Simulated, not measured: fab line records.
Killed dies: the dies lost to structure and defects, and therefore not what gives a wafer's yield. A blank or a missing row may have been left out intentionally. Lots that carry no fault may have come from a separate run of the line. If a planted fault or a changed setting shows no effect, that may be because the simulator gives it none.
fab line records / flow sky130
record: lots: 5 wafers: 15 last-day: 50
route steps=708 shown SD_P@324 RES_XHIGH@332 PAD_OPEN@708
lots with no fault: from the same line, run without faults
start-h: hours from the record's first day to the start of the lot's first wafer shown / wait-h: hours elapsed since this lot's preceding step / " the same as in the row above / L1.1+2: several wafers, shown together as one row / - value missing, or start not given / * or withheld: withheld / < > ~ a bound
route shown NAME@n: NAME is a module with steps in the file, n the number in the route of the first one / usual: mean/standard deviation taken from wafers without a fault / same: alike in all rows / chamber/n: place in a boat / sites: per-site readings / _std_site: how widely they spread, as a standard deviation / _edge_site: the outer-site mean with the inner-site mean subtracted / radius-mm: how far each site lies from the wafer's centre / mask NAME#n: copy n / behind: the tool/chamber that last shaped the wafer / hold: why the lot was held/for how many hours/how that ended / device: names the non-switching transistor (n, p or np) / end of line: the tests these same wafers got at the end of their route / a step with no rows: only its recipe / killed: dies that structure and defects cost at the first sort, which is not the same as the wafer's yield / map: a wafer's dies, x killed, . not, _ none there
set.NAME: the setting that was run; set.NAME@STEP: the one run at that earlier step / model.NAME: the simulator's own value behind a step, which no gauge read
certain route steps with their lots: each step a table, each wafer a row
services: the hour from which a tool's chamber was out of use, counted from the record's first day as start-h (under 0 if before that day), plus the number of hours and why
== steps ==
step: SKY_SD_P_EXPOSE_04
recipe: mask-id: PSDM na: 0.6 source-shape: conventional sigma-outer: 0.6 polarization: unpolarized target-cd-nm: 380 dose-mj: 138
step: SKY_SD_P_PEB_05
recipe: temp-c: withheld time-s: * resist: NOVOLAK
step: SKY_SD_P_DEVELOP_06
recipe: resist: NOVOLAK developer: TMAH develop-time-s: 60 dev-temp-c: 23
step: SKY_SD_P_CD_MEAS_07
recipe: target-cd-nm: 380
usual: cd-nm: 380.2/2.2
lot.wafer=L587.2 tool=cd-sem-01 chamber=- start-h=584.45 wait-h=0.1 cd-nm=381.7
lot.wafer=L587.3 tool=cd-sem-01 chamber=- start-h=584.45 wait-h=0.1 cd-nm=380.2
lot.wafer=L587.4 tool=cd-sem-01 chamber=- start-h=584.45 wait-h=0.1 cd-nm=379.0
lot.wafer=L598.1 tool=cd-sem-02 chamber=- start-h=674.01 wait-h=0.2 cd-nm=383.9
lot.wafer=L598.3 tool=cd-sem-02 chamber=- start-h=674.01 wait-h=0.2 cd-nm=379.6
lot.wafer=L598.6 tool=cd-sem-02 chamber=- start-h=674.01 wait-h=0.2 cd-nm=380.4
lot.wafer=L607.1 tool=cd-sem-02 chamber=- start-h=754.09 wait-h=0.1 cd-nm=380.8
lot.wafer=L607.2 tool=cd-sem-02 chamber=- start-h=754.09 wait-h=0.1 cd-nm=379.7
lot.wafer=L607.3 tool=cd-sem-02 chamber=- start-h=754.09 wait-h=0.1 cd-nm=382.4
lot.wafer=L609.1 tool=cd-sem-01 chamber=- start-h=762.26 wait-h=0.1 cd-nm=379.2
lot.wafer=L609.2 tool=cd-sem-01 chamber=- start-h=762.26 wait-h=0.1 cd-nm=381.1
lot.wafer=L609.6 tool=cd-sem-01 chamber=- start-h=762.26 wait-h=0.1 cd-nm=384.2
lot.wafer=L610.3 tool=cd-sem-01 chamber=- start-h=764.62 wait-h=0.1 cd-nm=379.6
lot.wafer=L610.4 tool=cd-sem-01 chamber=- start-h=764.62 wait-h=0.1 cd-nm=379.8
lot.wafer=L610.5 tool=cd-sem-01 chamber=- start-h=764.62 wait-h=0.1 cd-nm=378.4
step: SKY_SD_P_OVL_MEAS_08
usual: SD_P_OVL: 0.4/1.4
lot.wafer=L587.2 tool=overlay-01 chamber=- start-h=584.55 wait-h=0.1 SD_P_OVL[nm]=2.4
lot.wafer=L587.3 tool=overlay-01 chamber=- start-h=584.55 wait-h=0.1 SD_P_OVL[nm]=2.4
lot.wafer=L587.4 tool=overlay-01 chamber=- start-h=584.55 wait-h=0.1 SD_P_OVL[nm]=4.1
lot.wafer=L598.1 tool=overlay-01 chamber=- start-h=674.13 wait-h=0.1 SD_P_OVL[nm]=-0.2
lot.wafer=L598.3 tool=overlay-01 chamber=- start-h=674.13 wait-h=0.1 SD_P_OVL[nm]=1.5
lot.wafer=L598.6 tool=overlay-01 chamber=- start-h=674.13 wait-h=0.1 SD_P_OVL[nm]=2.3
lot.wafer=L607.1 tool=overlay-01 chamber=- start-h=754.21 wait-h=0.1 SD_P_OVL[nm]=0.4
lot.wafer=L607.2 tool=overlay-01 chamber=- start-h=754.21 wait-h=0.1 SD_P_OVL[nm]=0.0
lot.wafer=L607.3 tool=overlay-01 chamber=- start-h=754.21 wait-h=0.1 SD_P_OVL[nm]=0.8
lot.wafer=L609.1 tool=overlay-01 chamber=- start-h=762.38 wait-h=0.1 SD_P_OVL[nm]=-0.6
lot.wafer=L609.2 tool=overlay-01 chamber=- start-h=762.38 wait-h=0.1 SD_P_OVL[nm]=0.0
lot.wafer=L609.6 tool=overlay-01 chamber=- start-h=762.38 wait-h=0.1 SD_P_OVL[nm]=-1.4
lot.wafer=L610.3 tool=overlay-02 chamber=- start-h=764.71 wait-h=0.1 SD_P_OVL[nm]=3.4
lot.wafer=L610.4 tool=overlay-02 chamber=- start-h=764.71 wait-h=0.1 SD_P_OVL[nm]=0.1
lot.wafer=L610.5 tool=overlay-02 chamber=- start-h=764.71 wait-h=0.1 SD_P_OVL[nm]=0.2
step: SKY_SD_P_IMPLANT_09
recipe: species: BF2 energy-kev: 20 dose-cm2: 3e+15 tilt-deg: 0
step: SKY_SD_P_STRIP_10
recipe: chemistry: O2/N2 power-w: 1400 pressure-mtorr: 1500 platen-temp-c: withheld o2-flow-sccm: 3000 n2-flow-sccm: 300 overash-fraction: 0.5
usual: drypump-motor-current-A: 5.6/0.56 oes-product-au: 0.617/0.0045 strip-time-to-endpoint-s: 17.51/0.047
lot.wafer=L587.2 tool=plasma-asher-04 chamber=0 start-h=584.73 wait-h=0.1 drypump-motor-current-A=5.6 oes-product-au=0.616 rf-hours-counter-h=44 strip-time-to-endpoint-s=17.51
lot.wafer=L587.3 tool=plasma-asher-04 chamber=1 start-h=584.73 wait-h=0.1 drypump-motor-current-A=5.8 oes-product-au=0.618 rf-hours-counter-h=- strip-time-to-endpoint-s=17.51
lot.wafer=L587.4 tool=plasma-asher-04 chamber=0 start-h=584.73 wait-h=0.1 drypump-motor-current-A=5.6 oes-product-au=0.624 rf-hours-counter-h=- strip-time-to-endpoint-s=17.51
lot.wafer=L598.1 tool=plasma-asher-02 chamber=1 start-h=674.31 wait-h=0.1 drypump-motor-current-A=4.8 oes-product-au=0.619 rf-hours-counter-h=99 strip-time-to-endpoint-s=17.54
lot.wafer=L598.3 tool=plasma-asher-02 chamber=0 start-h=674.31 wait-h=0.1 drypump-motor-current-A=6.4 oes-product-au=0.615 rf-hours-counter-h=- strip-time-to-endpoint-s=17.47
lot.wafer=L598.6 tool=plasma-asher-02 chamber=0 start-h=674.31 wait-h=0.1 drypump-motor-current-A=6.4 oes-product-au=0.614 rf-hours-counter-h=- strip-time-to-endpoint-s=17.54
lot.wafer=L607.1 tool=plasma-asher-02 chamber=1 start-h=754.39 wait-h=0.1 drypump-motor-current-A=4.9 oes-product-au=0.624 rf-hours-counter-h=1 strip-time-to-endpoint-s=17.58
lot.wafer=L607.2 tool=plasma-asher-02 chamber=0 start-h=754.39 wait-h=0.1 drypump-motor-current-A=6.4 oes-product-au=0.615 rf-hours-counter-h=1 strip-time-to-endpoint-s=17.56
lot.wafer=L607.3 tool=plasma-asher-02 chamber=1 start-h=754.39 wait-h=0.1 drypump-motor-current-A=4.9 oes-product-au=0.616 rf-hours-counter-h=- strip-time-to-endpoint-s=17.58
lot.wafer=L609.1 tool=plasma-asher-04 chamber=0 start-h=762.57 wait-h=0.1 drypump-motor-current-A=5.5 oes-product-au=0.618 rf-hours-counter-h=62 strip-time-to-endpoint-s=17.45
lot.wafer=L609.2 tool=plasma-asher-04 chamber=1 start-h=762.57 wait-h=0.1 drypump-motor-current-A=5.8 oes-product-au=0.617 rf-hours-counter-h=62 strip-time-to-endpoint-s=17.41
lot.wafer=L609.6 tool=plasma-asher-04 chamber=1 start-h=762.57 wait-h=0.1 drypump-motor-current-A=5.8 oes-product-au=0.614 rf-hours-counter-h=- strip-time-to-endpoint-s=17.44
lot.wafer=L610.3 tool=plasma-asher-03 chamber=1 start-h=764.92 wait-h=0.1 drypump-motor-current-A=4.9 oes-product-au=0.620 rf-hours-counter-h=- strip-time-to-endpoint-s=17.46
lot.wafer=L610.4 tool=plasma-asher-03 chamber=0 start-h=764.92 wait-h=0.1 drypump-motor-current-A=6.2 oes-product-au=0.614 rf-hours-counter-h=- strip-time-to-endpoint-s=17.44
lot.wafer=L610.5 tool=plasma-asher-03 chamber=0 start-h=764.92 wait-h=0.1 drypump-motor-current-A=6.2 oes-product-au=0.605 rf-hours-counter-h=- strip-time-to-endpoint-s=17.44
step: SKY_SD_P_TW_MEAS_11
usual: SD_P_TW: 2819/12
lot.wafer=L587.2 tool=film-metro-01 chamber=- start-h=584.84 wait-h=0.1 SD_P_TW=2827
lot.wafer=L587.3 tool=film-metro-01 chamber=- start-h=584.84 wait-h=0.1 SD_P_TW=2829
lot.wafer=L587.4 tool=film-metro-01 chamber=- start-h=584.84 wait-h=0.1 SD_P_TW=2832
lot.wafer=L598.1 tool=film-metro-04 chamber=- start-h=674.41 wait-h=0.1 SD_P_TW=2818
lot.wafer=L598.3 tool=film-metro-04 chamber=- start-h=674.41 wait-h=0.1 SD_P_TW=2819
lot.wafer=L598.6 tool=film-metro-04 chamber=- start-h=674.41 wait-h=0.1 SD_P_TW=2835
lot.wafer=L607.1 tool=film-metro-03 chamber=- start-h=754.49 wait-h=0.1 SD_P_TW=2817
lot.wafer=L607.2 tool=film-metro-03 chamber=- start-h=754.49 wait-h=0.1 SD_P_TW=2812
lot.wafer=L607.3 tool=film-metro-03 chamber=- start-h=754.49 wait-h=0.1 SD_P_TW=2847
lot.wafer=L609.1 tool=film-metro-03 chamber=- start-h=762.67 wait-h=0.1 SD_P_TW=2816
lot.wafer=L609.2 tool=film-metro-03 chamber=- start-h=762.67 wait-h=0.1 SD_P_TW=2817
lot.wafer=L609.6 tool=film-metro-03 chamber=- start-h=762.67 wait-h=0.1 SD_P_TW=2809
lot.wafer=L610.3 tool=film-metro-03 chamber=- start-h=765.00 wait-h=0.1 SD_P_TW=2803
lot.wafer=L610.4 tool=film-metro-03 chamber=- start-h=765.00 wait-h=0.1 SD_P_TW=2810
lot.wafer=L610.5 tool=film-metro-03 chamber=- start-h=765.00 wait-h=0.1 SD_P_TW=2817
step: SKY_RES_XHIGH_DEHYDRATE_00
recipe: temp-c: 200 time-s: 60
step: SKY_RES_XHIGH_HMDS_01
recipe: prime-time-s: 60 prime-temp-c: 120
step: SKY_RES_XHIGH_COAT_02
recipe: resist: NOVOLAK spin-rpm: 3000 resist-thk-nm: 1140
step: SKY_RES_XHIGH_SOFTBAKE_03
recipe: temp-c: 90 time-s: 60 resist: NOVOLAK
step: SKY_RES_XHIGH_EXPOSE_04
recipe: mask-id: URPM na: 0.6 source-shape: conventional sigma-outer: 0.6 polarization: unpolarized target-cd-nm: 1270 dose-mj: 140
lot.wafer=L587.2+3+4 tool=iline-stepper-01 chamber=0 start-h=599.67 wait-h=- mask=URPM#0
lot.wafer=L598.1+3+6 tool=iline-stepper-02 chamber=0 start-h=688.90 wait-h=- mask=URPM#0
lot.wafer=L607.1+2+3 tool=iline-stepper-02 chamber=0 start-h=768.15 wait-h=- mask=URPM_R1#0
lot.wafer=L609.1+2+6 tool=iline-stepper-02 chamber=0 start-h=776.05 wait-h=- mask=URPM#0
lot.wafer=L610.3+4+5 tool=iline-stepper-02 chamber=0 start-h=778.52 wait-h=- mask=URPM#0
step: SKY_RES_XHIGH_PEB_05
recipe: temp-c: withheld time-s: * resist: NOVOLAK
step: SKY_PAD_OPEN_PROBE_99
usual: killed_at_M0_to_M3: 43/6.8 killed_at_M4_up: 3.2/1.8 killed-at-contacts: 24/5.2 killed-at-front-end: 15/4.2 killed-at-other: 0.4/0.62 killed-dies: 85/8.7 killed-open: 46/6.7 killed-short: 39/5.9
same: gross-dies: 492 killed-at-back-side: 0
lot.wafer=L587.2 tool=prober-01 chamber=- start-h=1069.87 wait-h=0.1 killed_at_M0_to_M3=54 killed_at_M4_up=2 killed-at-contacts=26 killed-at-front-end=15 killed-at-other=0 killed-dies=97 killed-open=51 killed-short=46
lot.wafer=L587.3 tool=prober-01 chamber=- start-h=1069.92 wait-h=0.2 killed_at_M0_to_M3=33 killed_at_M4_up=2 killed-at-contacts=45 killed-at-front-end=10 killed-at-other=0 killed-dies=90 killed-open=43 killed-short=47
lot.wafer=L587.4 tool=prober-01 chamber=- start-h=1069.97 wait-h=0.2 killed_at_M0_to_M3=46 killed_at_M4_up=1 killed-at-contacts=28 killed-at-front-end=10 killed-at-other=0 killed-dies=85 killed-open=51 killed-short=33
lot.wafer=L598.1 tool=prober-01 chamber=- start-h=1136.56 wait-h=0.1 killed_at_M0_to_M3=48 killed_at_M4_up=5 killed-at-contacts=26 killed-at-front-end=16 killed-at-other=0 killed-dies=95 killed-open=46 killed-short=48
lot.wafer=L598.3 tool=prober-01 chamber=- start-h=1136.66 wait-h=0.2 killed_at_M0_to_M3=35 killed_at_M4_up=6 killed-at-contacts=24 killed-at-front-end=17 killed-at-other=0 killed-dies=82 killed-open=45 killed-short=36
lot.wafer=L598.6 tool=prober-01 chamber=- start-h=1136.81 wait-h=0.2 killed_at_M0_to_M3=43 killed_at_M4_up=2 killed-at-contacts=30 killed-at-front-end=9 killed-at-other=0 killed-dies=84 killed-open=50 killed-short=33
lot.wafer=L607.1 tool=prober-02 chamber=- start-h=1183.85 wait-h=0.1 killed_at_M0_to_M3=60 killed_at_M4_up=4 killed-at-contacts=20 killed-at-front-end=10 killed-at-other=0 killed-dies=94 killed-open=54 killed-short=40
lot.wafer=L607.2 tool=prober-02 chamber=- start-h=1183.90 wait-h=0.1 killed_at_M0_to_M3=51 killed_at_M4_up=4 killed-at-contacts=28 killed-at-front-end=16 killed-at-other=0 killed-dies=99 killed-open=56 killed-short=43
lot.wafer=L607.3 tool=prober-02 chamber=- start-h=1183.95 wait-h=0.2 killed_at_M0_to_M3=40 killed_at_M4_up=6 killed-at-contacts=26 killed-at-front-end=15 killed-at-other=0 killed-dies=87 killed-open=49 killed-short=37
lot.wafer=L609.1 tool=prober-02 chamber=- start-h=1190.63 wait-h=0.1 killed_at_M0_to_M3=51 killed_at_M4_up=1 killed-at-contacts=21 killed-at-front-end=9 killed-at-other=1 killed-dies=83 killed-open=44 killed-short=38
lot.wafer=L609.2 tool=prober-02 chamber=- start-h=1190.68 wait-h=0.1 killed_at_M0_to_M3=50 killed_at_M4_up=3 killed-at-contacts=32 killed-at-front-end=14 killed-at-other=1 killed-dies=100 killed-open=52 killed-short=47
lot.wafer=L609.6 tool=prober-02 chamber=- start-h=1190.88 wait-h=0.2 killed_at_M0_to_M3=42 killed_at_M4_up=4 killed-at-contacts=26 killed-at-front-end=11 killed-at-other=0 killed-dies=83 killed-open=42 killed-short=39
killed by level:class
L587.2 VIA1:geometric-particle:open=15 CONTACT:geometric-particle:open=10 METAL1:geometric-particle:short=7 VIA1:geometric-particle:short=7 LOCAL_INTERCONNECT:geometric-particle:short=6 VIA2:geometric-particle:open=5 METAL2:geometric-particle:short=5 VIA3:geometric-particle:open=4
L587.3 CONTACT:geometric-particle:open=14 LI_CONTACT:geometric-particle:open=12 CONTACT:geometric-particle:short=8 VIA3:geometric-particle:short=7 LI_CONTACT:geometric-particle:short=5 LOCAL_INTERCONNECT:geometric-particle:short=5 METAL1:geometric-particle:short=5 VIA1:geometric-particle:short=5
L587.4 VIA1:geometric-particle:open=14 CONTACT:geometric-particle:open=8 LI_CONTACT:geometric-particle:open=7 CONTACT:geometric-particle:short=5 VIA3:geometric-particle:open=5 LI_CONTACT:geometric-particle:short=4 METAL2:geometric-particle:open=4 VIA3:geometric-particle:short=4
L598.1 LI_CONTACT:geometric-particle:open=9 CONTACT:geometric-particle:open=9 VIA1:geometric-particle:open=8 VIA3:geometric-particle:short=8 METAL2:geometric-particle:short=6 METAL1:geometric-particle:short=5 VIA1:geometric-particle:short=5 FIELD_ISO:geometric-particle:short=4
L598.3 CONTACT:geometric-particle:open=10 VIA2:geometric-particle:open=9 METAL1:geometric-particle:short=6 VIA1:geometric-particle:open=6 VIA3:geometric-particle:open=5 FIELD_ISO:geometric-particle:open=4 POLY_GATE:geometric-particle:open=4 LI_CONTACT:geometric-particle:open=4
L598.6 VIA1:geometric-particle:open=13 LI_CONTACT:geometric-particle:open=9 CONTACT:geometric-particle:open=8 LOCAL_INTERCONNECT:geometric-particle:short=6 CONTACT:geometric-particle:short=6 METAL1:geometric-particle:short=6 VIA3:geometric-particle:open=6 VIA2:geometric-particle:open=5
L607.1 VIA1:geometric-particle:open=14 METAL1:geometric-particle:short=10 CONTACT:geometric-particle:open=9 VIA3:geometric-particle:open=8 LI_CONTACT:geometric-particle:open=5 VIA1:geometric-particle:short=5 METAL2:geometric-particle:short=5 VIA2:geometric-particle:open=4
L607.2 VIA1:geometric-particle:open=13 CONTACT:geometric-particle:open=11 METAL2:geometric-particle:short=8 LI_CONTACT:geometric-particle:open=7 METAL3:geometric-particle:short=7 VIA3:geometric-particle:open=5 CONTACT:geometric-particle:short=5 VIA2:geometric-particle:open=5
L607.3 CONTACT:geometric-particle:open=13 VIA1:geometric-particle:open=7 VIA2:geometric-particle:open=6 METAL4:geometric-particle:short=6 LOCAL_INTERCONNECT:geometric-particle:short=5 METAL2:geometric-particle:short=5 VIA3:geometric-particle:open=5 FIELD_ISO:geometric-particle:short=4
L609.1 VIA1:geometric-particle:open=11 METAL2:geometric-particle:short=9 CONTACT:geometric-particle:open=7 LOCAL_INTERCONNECT:geometric-particle:short=6 VIA1:geometric-particle:short=6 METAL3:geometric-particle:short=6 VIA2:geometric-particle:open=5 VIA3:geometric-particle:open=5
L609.2 VIA1:geometric-particle:open=10 CONTACT:geometric-particle:open=9 METAL2:geometric-particle:short=9 LI_CONTACT:geometric-particle:open=7 VIA2:geometric-particle:open=7 LI_CONTACT:geometric-particle:short=5 LOCAL_INTERCONNECT:geometric-particle:short=5 CONTACT:geometric-particle:short=5
L609.6 CONTACT:geometric-particle:open=9 VIA2:geometric-particle:open=6 LOCAL_INTERCONNECT:geometric-particle:short=6 VIA1:geometric-particle:open=6 METAL2:geometric-particle:short=6 VIA3:geometric-particle:open=6 METAL4:geometric-particle:short=4 LOCAL_INTERCONNECT:geometric-particle:open=4
== services ==
tool=iline-stepper-02 chamber=- start-h=584.72 hours=8.6 kind=repair
tool=iline-stepper-02 chamber=- start-h=608.57 hours=4.4 kind=pm
tool=iline-stepper-01 chamber=0 start-h=622.37 hours=- kind=calibration
tool=plasma-asher-04 chamber=- start-h=643.86 hours=1.8 kind=repair
tool=plasma-asher-04 chamber=- start-h=703.84 hours=1.4 kind=repair
tool=iline-stepper-02 chamber=- start-h=713.19 hours=1.7 kind=pm
tool=iline-stepper-02 chamber=0 start-h=727.50 hours=- kind=calibration
tool=iline-stepper-02 chamber=- start-h=727.85 hours=8.9 kind=pm
tool=plasma-asher-02 chamber=- start-h=733.75 hours=9.0 kind=pm
tool=plasma-asher-02 chamber=0 start-h=733.75 hours=9.0 kind=vent-cycle
tool=plasma-asher-02 chamber=1 start-h=733.75 hours=9.0 kind=vent-cycle
tool=iline-stepper-01 chamber=- start-h=736.78 hours=1.7 kind=pm
tool=plasma-asher-02 chamber=0 start-h=742.75 hours=- kind=clean
tool=plasma-asher-02 chamber=1 start-h=742.75 hours=- kind=clean
tool=plasma-asher-03 chamber=- start-h=747.25 hours=0.9 kind=repair
== key ==
first-sign: step: SKY_RES_XHIGH_EXPOSE_04 reading: mask direction: changed
effect none on later readings
met-at SKY_RES_XHIGH_EXPOSE_04
struck-wafers L607.1,L607.2,L607.3
tester-left-out L607
onset-between 688.90 768.15
fault: kind: wrong-mask tool: any chamber: - onset-h: 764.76 steps: SKY_RES_XHIGH_EXPOSE_04 aux-copy: URPM_R1#0 cd-offset-nm: 190 scope: struck-lots-only
tester-left-out: of these lots the tester's yield and bins aren't shown, on N5 and GAA mostly nor the transistor test; their killed dies are dies lost to structure and defects alone, not to doping, threshold or leakage, so they don't give the yield
